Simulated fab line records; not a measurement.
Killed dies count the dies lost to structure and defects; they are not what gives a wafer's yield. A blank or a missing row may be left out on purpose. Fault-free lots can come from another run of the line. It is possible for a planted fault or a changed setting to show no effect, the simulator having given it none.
Which of the tools did it? / flow gf180mcu / 14 lots, 42 wafers sampled, at 4 steps of a route of 602

WHAT EACH GAUGE READ, for each wafer
GF_V5_RS_MEAS_24: measurement is done with a four-point probe. Usual: V5_W_RS gives 0.326 ohm/sq (standard deviation 0.0037).
lot=L860; measured=day 27 02:38; on=film-metro-02; V5_W_RS (ohm/sq)=0.323 0.328 0.332; flag=
lot=L861; measured=day 27 07:02; on=film-metro-03; V5_W_RS (ohm/sq)=0.321 0.324 0.327; flag=
lot=L862; measured=day 27 19:13; on=film-metro-02; V5_W_RS (ohm/sq)=0.325 0.324 0.321; flag=
lot=L863; measured=day 28 06:56; on=film-metro-02; V5_W_RS (ohm/sq)=0.331 0.327 0.330; flag=
lot=L868; measured=day 30 02:02; on=film-metro-03; V5_W_RS (ohm/sq)=0.321 0.321 0.321; flag=
lot=L870; measured=day 30 20:58; on=film-metro-04; V5_W_RS (ohm/sq)=0.324 0.327 0.322; flag=
lot=L872; measured=day 31 03:04; on=film-metro-02; V5_W_RS (ohm/sq)=0.328 0.326 0.327; flag=
lot=L871; measured=day 31 08:34; on=film-metro-02; V5_W_RS (ohm/sq)=0.326 0.324 0.329; flag=
lot=L875; measured=day 31 20:38; on=film-metro-02; V5_W_RS (ohm/sq)=0.325 0.325 0.320; flag=
lot=L876; measured=day 32 00:02; on=film-metro-02; V5_W_RS (ohm/sq)=0.330 0.328 0.327; flag=
lot=L879; measured=day 32 16:44; on=film-metro-04; V5_W_RS (ohm/sq)=0.324 0.330 0.327; flag=
lot=L880; measured=day 32 23:04; on=film-metro-02; V5_W_RS (ohm/sq)=0.324 0.326 0.324; flag=
lot=L882; measured=day 33 11:10; on=film-metro-03; V5_W_RS (ohm/sq)=0.329 0.329 0.332; flag=
lot=L883; measured=day 33 15:29; on=film-metro-03; V5_W_RS (ohm/sq)=0.323 0.324 0.324; flag=

TOOL THAT RAN EACH LOT (tool first, then ch and the chambers of the sampled wafers, then the start)
lot=L860; GF_CONTACT_CLEAN_21=wet-bench-02 ch 0, day 15 22:20; GF_V4_ETCH_17=rie-diel-04 ch 0,1,2, day 24 05:57 or earlier; GF_V4_STRIP_18=plasma-asher-03 ch 0,1, day 24 05:57
lot=L861; GF_CONTACT_CLEAN_21=wet-bench-01 ch 0, day 16 04:07; GF_V4_ETCH_17=rie-diel-02 ch 0,1,2, day 24 10:20 or earlier; GF_V4_STRIP_18=plasma-asher-01 ch 0, day 24 10:20
lot=L862; GF_CONTACT_CLEAN_21=wet-bench-02 ch 3, day 16 18:30; GF_V4_ETCH_17=rie-diel-01 ch 0,2, day 25 01:38 or earlier; GF_V4_STRIP_18=plasma-asher-03 ch 0,1, day 25 01:38
lot=L863; GF_CONTACT_CLEAN_21=wet-bench-01 ch 2, day 17 07:35; GF_V4_ETCH_17=rie-diel-01 ch 0,1, day 25 13:53 or earlier; GF_V4_STRIP_18=plasma-asher-01 ch 0,1, day 25 13:53
lot=L868; GF_CONTACT_CLEAN_21=wet-bench-02 ch 1, day 19 12:13; GF_V4_ETCH_17=rie-diel-02 ch 0,1,2, day 27 12:09 or earlier; GF_V4_STRIP_18=plasma-asher-01 ch 0,1, day 27 12:09
lot=L870; GF_CONTACT_CLEAN_21=wet-bench-04 ch 2, day 20 13:28; GF_V4_ETCH_17=rie-diel-01 ch 0,1, day 28 07:36 or earlier; GF_V4_STRIP_18=plasma-asher-03 ch 0,1, day 28 07:36
lot=L872; GF_CONTACT_CLEAN_21=wet-bench-01 ch 2, day 20 19:43; GF_V4_ETCH_17=rie-diel-01 ch 0,1,2, day 28 14:50 or earlier; GF_V4_STRIP_18=plasma-asher-02 ch 0,1, day 28 14:50
lot=L871; GF_CONTACT_CLEAN_21=wet-bench-04 ch 2, day 21 04:41; GF_V4_ETCH_17=rie-diel-02 ch 1,2, day 28 20:18 or earlier; GF_V4_STRIP_18=plasma-asher-02 ch 0,1, day 28 20:18
lot=L875; GF_CONTACT_CLEAN_21=wet-bench-02 ch 0, day 21 20:06; GF_V4_ETCH_17=rie-diel-01 ch 1,2,3, day 29 10:06 or earlier; GF_V4_STRIP_18=plasma-asher-03 ch 0,1, day 29 10:06
lot=L876; GF_CONTACT_CLEAN_21=wet-bench-01 ch 2, day 22 01:46; GF_V4_ETCH_17=rie-diel-04 ch 1,2,3, day 29 13:27 or earlier; GF_V4_STRIP_18=plasma-asher-03 ch 0,1, day 29 13:27
lot=L879; GF_CONTACT_CLEAN_21=wet-bench-01 ch 1, day 23 00:58; GF_V4_ETCH_17=rie-diel-02 ch 0,2,3, day 30 07:39 or earlier; GF_V4_STRIP_18=plasma-asher-02 ch 1, day 30 07:39
lot=L880; GF_CONTACT_CLEAN_21=wet-bench-02 ch 2, day 23 09:07; GF_V4_ETCH_17=rie-diel-01 ch 0,2,3, day 30 15:06 or earlier; GF_V4_STRIP_18=plasma-asher-02 ch 0,1, day 30 15:06
lot=L882; GF_CONTACT_CLEAN_21=wet-bench-04 ch 1, day 24 04:04; GF_V4_ETCH_17=rie-diel-04 ch 0,1,2, day 31 05:08 or earlier; GF_V4_STRIP_18=plasma-asher-02 ch 0, day 31 05:08
lot=L883; GF_CONTACT_CLEAN_21=wet-bench-01 ch 0, day 24 07:36; GF_V4_ETCH_17=rie-diel-04 ch 0,1, day 31 08:38 or earlier; GF_V4_STRIP_18=plasma-asher-03 ch 0,1, day 31 08:38
- GF_CONTACT_CLEAN_21: cleans in dHF, time 20 s.
- GF_V4_ETCH_17: etches SiO2 in C4F8/O2/Ar, stops on TiN, target depth 630 nm.
- GF_V4_STRIP_18: strips in O2/N2.

AS READ BY THE TOOLS THEMSELVES (means over the sampled wafers that have a number; for cases with no such wafer, the mark the record gives instead)
GF_V4_ETCH_17. Usual: bias-w 1200 W, standard deviation 3.6; oes-product-au 0.856 a.u., standard deviation 0.0046.
lot=L860; tool=rie-diel-04; bias-w (W)=1196; oes-product-au (a.u.)=0.856; flag=
lot=L861; tool=rie-diel-02; bias-w (W)=1198; oes-product-au (a.u.)=0.853; flag=
lot=L862; tool=rie-diel-01; bias-w (W)=1201; oes-product-au (a.u.)=0.855; flag=
lot=L863; tool=rie-diel-01; bias-w (W)=1196; oes-product-au (a.u.)=0.856; flag=
lot=L868; tool=rie-diel-02; bias-w (W)=1200; oes-product-au (a.u.)=0.857; flag=
lot=L870; tool=rie-diel-01; bias-w (W)=1203; oes-product-au (a.u.)=0.854; flag=
lot=L872; tool=rie-diel-01; bias-w (W)=1199; oes-product-au (a.u.)=0.852; flag=
lot=L871; tool=rie-diel-02; bias-w (W)=1199; oes-product-au (a.u.)=0.854; flag=
lot=L875; tool=rie-diel-01; bias-w (W)=1201; oes-product-au (a.u.)=0.852; flag=
lot=L876; tool=rie-diel-04; bias-w (W)=1200; oes-product-au (a.u.)=0.854; flag=
lot=L879; tool=rie-diel-02; bias-w (W)=1199; oes-product-au (a.u.)=0.853; flag=
lot=L880; tool=rie-diel-01; bias-w (W)=1197; oes-product-au (a.u.)=0.861; flag=
lot=L882; tool=rie-diel-04; bias-w (W)=1197; oes-product-au (a.u.)=0.857; flag=
lot=L883; tool=rie-diel-04; bias-w (W)=1199; oes-product-au (a.u.)=0.853; flag=

GF_V4_STRIP_18. Usual: drypump-motor-current-A 5.3 A, standard deviation 0.65; heater-power-w 340 W, standard deviation 18; o2-flow-sccm 3001 sccm, standard deviation 9.3; oes-product-au 0.593 a.u., standard deviation 0.0051.
lot=L860; tool=plasma-asher-03; drypump-motor-current-A (A)=4.8; heater-power-w (W)=335; o2-flow-sccm (sccm)=3001; oes-product-au (a.u.)=0.595; flag=
lot=L861; tool=plasma-asher-01; drypump-motor-current-A (A)=5.2; heater-power-w (W)=323; o2-flow-sccm (sccm)=3001; oes-product-au (a.u.)=0.596; flag=
lot=L862; tool=plasma-asher-03; drypump-motor-current-A (A)=4.8; heater-power-w (W)=347; o2-flow-sccm (sccm)=3004; oes-product-au (a.u.)=0.591; flag=
lot=L863; tool=plasma-asher-01; drypump-motor-current-A (A)=5.3; heater-power-w (W)=343; o2-flow-sccm (sccm)=3009; oes-product-au (a.u.)=0.593; flag=
lot=L868; tool=plasma-asher-01; drypump-motor-current-A (A)=5.3; heater-power-w (W)=336; o2-flow-sccm (sccm)=3000; oes-product-au (a.u.)=0.596; flag=
lot=L870; tool=plasma-asher-03; drypump-motor-current-A (A)=4.8; heater-power-w (W)=333; o2-flow-sccm (sccm)=2994; oes-product-au (a.u.)=0.593; flag=
lot=L872; tool=plasma-asher-02; drypump-motor-current-A (A)=6.3; heater-power-w (W)=331; o2-flow-sccm (sccm)=3013; oes-product-au (a.u.)=0.593; flag=
lot=L871; tool=plasma-asher-02; drypump-motor-current-A (A)=5.8; heater-power-w (W)=335; o2-flow-sccm (sccm)=3000; oes-product-au (a.u.)=0.593; flag=
lot=L875; tool=plasma-asher-03; drypump-motor-current-A (A)=4.8; heater-power-w (W)=340; o2-flow-sccm (sccm)=3002; oes-product-au (a.u.)=0.593; flag=
lot=L876; tool=plasma-asher-03; drypump-motor-current-A (A)=4.8; heater-power-w (W)=341; o2-flow-sccm (sccm)=2999; oes-product-au (a.u.)=0.597; flag=
lot=L879; tool=plasma-asher-02; drypump-motor-current-A (A)=5.4; heater-power-w (W)=338; o2-flow-sccm (sccm)=2994; oes-product-au (a.u.)=0.593; flag=
lot=L880; tool=plasma-asher-02; drypump-motor-current-A (A)=5.9; heater-power-w (W)=332; o2-flow-sccm (sccm)=2999; oes-product-au (a.u.)=0.591; flag=
lot=L882; tool=plasma-asher-02; drypump-motor-current-A (A)=6.7; heater-power-w (W)=328; o2-flow-sccm (sccm)=2998; oes-product-au (a.u.)=0.593; flag=
lot=L883; tool=plasma-asher-03; drypump-motor-current-A (A)=4.8; heater-power-w (W)=335; o2-flow-sccm (sccm)=2995; oes-product-au (a.u.)=0.590; flag=

THE ANSWER, worked out from the rows above alone
Rule: take the mean of a lot's wafers that have a number; if it is more than 3 standard deviations from the usual mean, the lot is off. Also off: a lot with no number at a reading for which 4 or more lots have one. Where the step has rows for the other lots, those lots are counted as sound. First the gauges in route order, then the tools' own readings, where a lot's mean is used as printed above. The first step at which some lot is off is used, and at that step the reading that is off furthest; a lot without a number counts as furthest.
No lot is off on any of the readings shown, so nothing can be concluded from this.

WHAT THE SIMULATOR PUT IN
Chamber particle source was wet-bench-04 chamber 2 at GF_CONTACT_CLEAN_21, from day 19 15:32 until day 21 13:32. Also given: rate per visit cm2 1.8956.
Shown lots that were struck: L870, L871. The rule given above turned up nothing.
